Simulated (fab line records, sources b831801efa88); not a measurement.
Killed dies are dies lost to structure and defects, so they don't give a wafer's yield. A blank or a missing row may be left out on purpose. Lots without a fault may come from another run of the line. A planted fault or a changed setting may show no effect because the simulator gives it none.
Chamber matching | flow gf180mcu | GF_STI_WET_ETCH_17 on wet_bench-03: 3 sister chambers
The step etches Si3N4 in H3PO4, target depth 45 nm, time 514 s. 3 wafers are shown with their chamber, then 7 later ones without.

WAFERS WITH THEIR CHAMBER
wafer  | chamber | bath_heat_duty_pct (%)
L849.5 | 2       | 24.3
L853.4 | 0       | 29.8
L854.3 | 1       | 26.0

WAFERS WITHOUT THEIR CHAMBER
wafer  | bath_heat_duty_pct (%)
L854.5 | 27.5
L855.2 | 25.4
L855.4 | 26.6
L855.6 | 27.8
L857.1 | 27.4
L857.3 | 28.8
L857.5 | 28.5

WHICH CHAMBER EACH WENT THROUGH
wafer  | from the rows above          | in truth
L854.5 | can't be placed: 1 or 0 or 2 | 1
L855.2 | can't be placed: 1 or 2      | 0
L855.4 | can't be placed: 1 or 2      | 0
L855.6 | can't be placed: 1 or 0 or 2 | 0
L857.1 | can't be placed: 1 or 0 or 2 | 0
L857.3 | can't be placed: 0 or 1      | 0
L857.5 | can't be placed: 0 or 1      | 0
Placed correctly: 0 of 7. Can't be placed from these rows: 7 (the true chamber is among the candidates in 5). Placed wrongly: 0.
How it was worked out, from the rows above alone: a wafer's distance from a chamber is the root of the sum, over the readings, of the square of ((its reading less the chamber's mean) divided by the reading's scatter). The wafer belongs to the nearest chamber; if the next one is less than 2 further off, it can't be placed. A chamber's mean is the mean of its shown wafers. The scatter: with one shown wafer a chamber, the root of the mean of the squares of how far each hidden wafer lies from its nearest shown one.
